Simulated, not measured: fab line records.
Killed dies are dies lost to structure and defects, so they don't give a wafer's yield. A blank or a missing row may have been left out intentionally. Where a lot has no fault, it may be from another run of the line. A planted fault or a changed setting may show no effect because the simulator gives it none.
Matching of chambers || flow gf180mcu || GF_V3_CVD_00 on hdpcvd-02: 3 sister chambers
The step deposits SiO2, target thk 600 nm, time 100 s. 6 wafers are shown with their chamber, then 7 later ones without.

## EACH WAFER AND ITS CHAMBER
{"wafer": "L249.3", "chamber": 0, "run length s (s)": 129.0, "pressure mtorr (mTorr)": 6.003}
{"wafer": "L249.5", "chamber": 1, "run length s (s)": 127.5, "pressure mtorr (mTorr)": 5.995}
{"wafer": "L251.5", "chamber": 0, "run length s (s)": 128.5, "pressure mtorr (mTorr)": 5.998}
{"wafer": "L251.6", "chamber": 2, "run length s (s)": 128.1, "pressure mtorr (mTorr)": 5.994}
{"wafer": "L255.2", "chamber": 2, "run length s (s)": 127.7, "pressure mtorr (mTorr)": 6.005}
{"wafer": "L255.3", "chamber": 1, "run length s (s)": 127.4, "pressure mtorr (mTorr)": 5.989}

## WAFERS WITH NO CHAMBER GIVEN
{"wafer": "L255.4", "run length s (s)": 127.5, "pressure mtorr (mTorr)": 5.993}
{"wafer": "L257.3", "run length s (s)": 128.6, "pressure mtorr (mTorr)": 5.997}
{"wafer": "L257.5", "run length s (s)": 127.9, "pressure mtorr (mTorr)": 5.994}
{"wafer": "L257.6", "run length s (s)": 127.7, "pressure mtorr (mTorr)": 6.002}
{"wafer": "L258.1", "run length s (s)": 128.6, "pressure mtorr (mTorr)": 6.002}
{"wafer": "L258.2", "run length s (s)": 127.7, "pressure mtorr (mTorr)": 6.002}
{"wafer": "L258.4", "run length s (s)": 127.5, "pressure mtorr (mTorr)": 5.984}

## WHICH CHAMBER EACH ONE RAN IN
{"wafer": "L255.4", "from the rows above": "can't be placed: 1 or 2", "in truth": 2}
{"wafer": "L257.3", "from the rows above": "can't be placed: 0 or 2", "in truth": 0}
{"wafer": "L257.5", "from the rows above": "can't be placed: 2 or 1", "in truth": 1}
{"wafer": "L257.6", "from the rows above": "can't be placed: 2 or 1", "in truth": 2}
{"wafer": "L258.1", "from the rows above": 0, "in truth": 0}
{"wafer": "L258.2", "from the rows above": "can't be placed: 2 or 1", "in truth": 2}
{"wafer": "L258.4", "from the rows above": "can't be placed: 1 or 2", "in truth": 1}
Placed correctly: 1 of 7. From these rows, 6 cannot be placed; in 6 the true chamber is one of the candidates. 0 placed wrongly.
How it was worked out, from the rows above alone: a wafer's distance from a chamber is the root of the sum, over the readings, of the square of ((its reading less the chamber's mean) divided by the reading's scatter). The wafer belongs to the nearest chamber; if the next one is less than 2 further off, it can't be placed. The mean given for a chamber averages the wafers shown for that chamber. How the scatter is found: for the shown wafers, subtract from each reading the mean of its chamber, square and add these, divide the total by (wafers less chambers), then take the root.
